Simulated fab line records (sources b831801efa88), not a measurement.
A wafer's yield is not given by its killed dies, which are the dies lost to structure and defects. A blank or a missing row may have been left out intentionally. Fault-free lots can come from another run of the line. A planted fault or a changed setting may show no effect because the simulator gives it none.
Shared-tool check | flow gf180mcu | Sample size 14 lots and 42 wafers

THE REASON FOR OPENING IT
At GF_SAB_THK_MEAS_01 the reading SAB_CVD_00_THK is flagged on 2 of 14 lots. No-fault wafers: 50.0 nm, standard deviation 0.6.
Rule: a lot is flagged when every wafer of it that has a number lies more than 4 standard deviations from that mean, or none has a number. All remaining lots are regarded as sound.

lot  | measured     | on           | SAB_CVD_00_THK (nm), wafer by wafer | flag
L267 | day 14 05:36 | filmMetro-03 | 49.9 50.5 51.0                      | 
L268 | day 14 14:36 | filmMetro-03 | 49.6 49.2 50.3                      | 
L269 | day 15 00:56 | filmMetro-02 | 49.6 49.2 50.0                      | 
L270 | day 15 11:44 | filmMetro-02 | 49.4 49.8 50.0                      | 
L271 | day 15 13:53 | filmMetro-02 | 50.6 50.9 51.3                      | 
L272 | day 16 04:25 | filmMetro-02 | 49.1 49.8 50.2                      | 
L274 | day 16 18:51 | filmMetro-02 | 50.2 49.6 50.6                      | 
L273 | day 16 22:52 | filmMetro-01 | 49.5 50.3 49.5                      | 
L276 | day 18 12:02 | filmMetro-01 | 50.5 50.0 50.9                      | 
L280 | day 20 05:28 | filmMetro-03 | 49.5 50.5 49.8                      | 
L282 | day 20 13:19 | filmMetro-02 | 42.3 42.6 43.5                      | FLAGGED
L284 | day 20 18:32 | filmMetro-02 | 42.9 43.2 43.4                      | FLAGGED
L285 | day 21 08:32 | filmMetro-02 | 49.9 49.2 50.3                      | 
L289 | day 22 04:40 | filmMetro-02 | 48.8 50.0 49.7                      | 
The numbers of the flagged lots are 43.0 nm on average: -7.0 nm against the usual, or -12 standard deviations.

LOT BY LOT: THE TOOL USED
The record holds 1 process step before the reading, out of a route of 602 steps. In each cell: the tool, then ch and the chambers that the sampled wafers went through, then the start.
lot  | flag    | GF_SAB_CVD_00
L267 |         | pecvd-02 ch 1,2, day 14 05:35
L268 |         | pecvd-03 ch 0,2, day 14 14:34
L269 |         | pecvd-02 ch 0,2, day 15 00:55
L270 |         | pecvd-03 ch 0,1,2, day 15 11:43
L271 |         | pecvd-02 ch 0,2, day 15 13:51
L272 |         | pecvd-03 ch 0,1,2, day 16 04:23
L274 |         | pecvd-03 ch 1,2, day 16 18:49
L273 |         | pecvd-03 ch 0,2, day 16 22:50
L276 |         | pecvd-02 ch 0,1,2, day 18 12:01
L280 |         | pecvd-01 ch 0,1,2, day 20 05:25
L282 | FLAGGED | pecvd-02 ch 0,1, day 20 13:18
L284 | FLAGGED | pecvd-02 ch 1,2, day 20 18:31
L285 |         | pecvd-01 ch 0,1, day 21 08:31
L289 |         | pecvd-03 ch 1,2, day 22 04:37
What these steps do:
- GF_SAB_CVD_00: deposits SiO2 from TEOS, target thk 50 nm, time 4.9302 s.
- GF_SAB_THK_MEAS_01

FLAGGED AGAINST TOTAL, ONE TOOL AT A TIME (gauges that did the reading follow at the end)
step               | tool         | lots run | flagged | share of the flagged lots | sound lots run after its first flagged lot
GF_SAB_CVD_00      | pecvd-01     | 2        | 0       | none                      | -
GF_SAB_CVD_00      | pecvd-02     | 6        | 2       | all                       | 0
GF_SAB_CVD_00      | pecvd-03     | 6        | 0       | none                      | -
GF_SAB_THK_MEAS_01 | filmMetro-01 | 2        | 0       | none                      | -
GF_SAB_THK_MEAS_01 | filmMetro-02 | 9        | 2       | all                       | 2 (L285,L289)
GF_SAB_THK_MEAS_01 | filmMetro-03 | 3        | 0       | none                      | -

WHAT THE TABLE ALLOWS
pecvd-02 at GF_SAB_CVD_00 and filmMetro-02 at GF_SAB_THK_MEAS_01 are the 2 rows of the table that ran each flagged lot.
- pecvd-02 at GF_SAB_CVD_00: 2 of its 6 lots flagged. Its last sound lot is L276 (day 18 12:01), its first flagged lot L282 (day 20 13:18): a fault that began between those two fits.
- filmMetro-02 at GF_SAB_THK_MEAS_01: 2 of its 9 lots flagged. Lots that were sound ran on it after the first flagged one (L285, L289); a persistent fault on the entire tool would not allow that.
Left over: one tool, pecvd-02 at GF_SAB_CVD_00.

WHAT THE SIMULATOR HAD INSERTED
Site profile drift: pecvd-02, from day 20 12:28 on, at GF_SAB_CVD_00. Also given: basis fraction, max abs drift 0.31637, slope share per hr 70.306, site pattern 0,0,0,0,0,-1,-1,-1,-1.
Struck lots among those shown: L282, L284. This agrees with what the rule above found.
